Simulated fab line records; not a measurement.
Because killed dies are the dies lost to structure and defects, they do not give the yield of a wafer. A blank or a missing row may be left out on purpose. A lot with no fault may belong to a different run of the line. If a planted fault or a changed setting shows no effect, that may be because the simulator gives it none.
Which of the tools did it? | flow sky130 | at 1 step of a route of 708, 6 lots with 18 wafers sampled

== WHAT THE GAUGES SHOWED, per wafer ==
SKY_FIELD_ISO_THK_MEAS_23.
lot  | measured    | on           | FIELD_ISO_OXIDATION_01_THK (nm)
L835 | day 3 04:26 | filmMetro-03 | 10.35 10.33 10.02
L840 | day 4 05:07 | filmMetro-01 | 9.97 9.98 10.18
L844 | day 5 02:58 | filmMetro-04 | 9.89 9.83 9.95
L846 | day 5 13:47 | filmMetro-03 | 9.82 10.01 9.84
L849 | day 6 06:46 | filmMetro-04 | 9.99 9.89 9.90
L854 | day 7 08:49 | filmMetro-03 | 10.19 10.14 10.30

== WHICH TOOL RAN EACH LOT (tool, then ch and the chambers of the sampled wafers, then the start) ==
Before these readings, the record contains no process step.

== THE ANSWER, worked out from the rows above alone ==
Rule: usual is defined by the lots themselves. Put in order of their means at a reading, lots are off if they are a third of the lots or fewer, leave a main group of 4 or more, and stand apart from it by a gap of 3 or more times the standard deviation of the main group's means; of several such gaps the widest counts. A main group whose means are all the same, to the digits that the tables above print for the reading, isn't used. Also off: a lot with no number at a reading for which 4 or more lots have one. Where the step has rows for the other lots, those lots are counted as sound.
None of the lots is off at any reading shown; this tells nothing.

== WHAT HAD BEEN PUT IN BY THE SIMULATOR ==
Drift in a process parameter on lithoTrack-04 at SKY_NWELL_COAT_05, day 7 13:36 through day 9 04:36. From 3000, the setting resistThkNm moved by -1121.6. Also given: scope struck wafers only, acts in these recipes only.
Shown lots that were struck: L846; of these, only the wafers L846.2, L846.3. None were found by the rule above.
